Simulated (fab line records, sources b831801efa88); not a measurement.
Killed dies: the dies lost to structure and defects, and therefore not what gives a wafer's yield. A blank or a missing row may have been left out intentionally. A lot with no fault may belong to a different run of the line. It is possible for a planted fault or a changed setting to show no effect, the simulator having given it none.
Which tool did it? | flow sky130 | 40 wafers from 14 lots sampled at 2 of the route's 708 steps

WHAT EACH GAUGE READ, for each wafer
SKY_FIELD_ISO_THK_MEAS_25. Usual: FIELD_ISO_CVD_24_THK gives 593 nm (standard deviation 5.8).
lot  | measured    | on            | FIELD_ISO_CVD_24_THK (nm) | flag
L236 | day 2 09:58 | film_metro-04 | 580 578 594               |
L237 | day 2 12:21 | film_metro-01 | 583 580 590               |
L238 | day 2 17:03 | film_metro-04 | 582 596 588               |
L239 | day 2 22:22 | film_metro-01 | 589 597 586               |
L240 | day 3 07:02 | film_metro-01 | 599 598 595               |
L247 | day 4 15:18 | film_metro-04 | 590 594                   |
L249 | day 5 04:54 | film_metro-04 | 591 595                   |
L251 | day 5 14:38 | film_metro-04 | 597 595 590               |
L252 | day 5 18:40 | film_metro-02 | 594 588 593               |
L254 | day 6 03:59 | film_metro-02 | 596 597 598               |
L255 | day 6 12:13 | film_metro-02 | 589 595 591               |
L256 | day 6 14:38 | film_metro-04 | 596 595 595               |
L257 | day 6 21:57 | film_metro-04 | 592 587 598               |
L259 | day 7 13:35 | film_metro-01 | 599 610 598               |

SKY_SONOS_TUNNEL_CD_MEAS_07: target cd 410 nm. Usual: cd_nm at 409.7 nm, with a standard deviation of 2.5.
lot  | measured     | on        | cd_nm (nm)        | flag
L236 | day 11 11:26 | cd_sem-01 | 410.8 410.5 409.3 |
L237 | day 11 14:12 | cd_sem-01 | 409.9 409.0 411.1 |
L238 | day 11 20:50 | cd_sem-02 | 411.2 412.8 411.4 |
L239 | day 12 09:44 | cd_sem-01 | 409.2 407.6 409.3 |
L240 | day 12 17:36 | cd_sem-01 | 409.3 410.7 407.4 |
L247 | day 14 20:56 | cd_sem-01 | 407.1 407.1       |
L249 | day 15 13:33 | cd_sem-02 | 409.8 406.6       |
L251 | day 16 06:14 | cd_sem-02 | 414.3 413.9 415.4 |
L252 | day 16 12:14 | cd_sem-02 | 407.2 407.0 406.6 |
L254 | day 17 07:07 | cd_sem-02 | 408.4 412.0 410.2 |
L255 | day 17 17:02 | cd_sem-02 | 409.2 410.9 411.2 |
L256 | day 17 21:34 | cd_sem-01 | 414.0 414.1 414.1 |
L257 | day 18 07:18 | cd_sem-02 | 409.6 410.1 407.9 |
L259 | day 19 22:09 | cd_sem-01 | 407.2 408.4 407.2 |

TOOL THAT RAN EACH LOT (tool first, then ch and the chambers of the sampled wafers, then the start)
There is no process step in the record ahead of these readings.

AS READ BY THE TOOLS THEMSELVES (means over the sampled wafers that have a number; for cases with no such wafer, the mark the record gives instead)
The record holds no such reading with a usual standard deviation.

THE ANSWER, worked out from the rows above alone
Rule: take the mean of a lot's wafers that have a number; if it is more than 3 standard deviations from the usual mean, the lot is off. Also off: a lot with no number at a reading for which 4 or more lots have one. The other lots that the step has rows for count as sound. The gauges are gone through in route order, then the tools' own readings, and for those a lot's mean is taken as printed above. The first step at which some lot is off is used, and at that step the reading that is off furthest; a lot without a number counts as furthest.
No lot is off at any reading shown: from this, nothing can be told.

WHAT THE SIMULATOR HAD PUT IN
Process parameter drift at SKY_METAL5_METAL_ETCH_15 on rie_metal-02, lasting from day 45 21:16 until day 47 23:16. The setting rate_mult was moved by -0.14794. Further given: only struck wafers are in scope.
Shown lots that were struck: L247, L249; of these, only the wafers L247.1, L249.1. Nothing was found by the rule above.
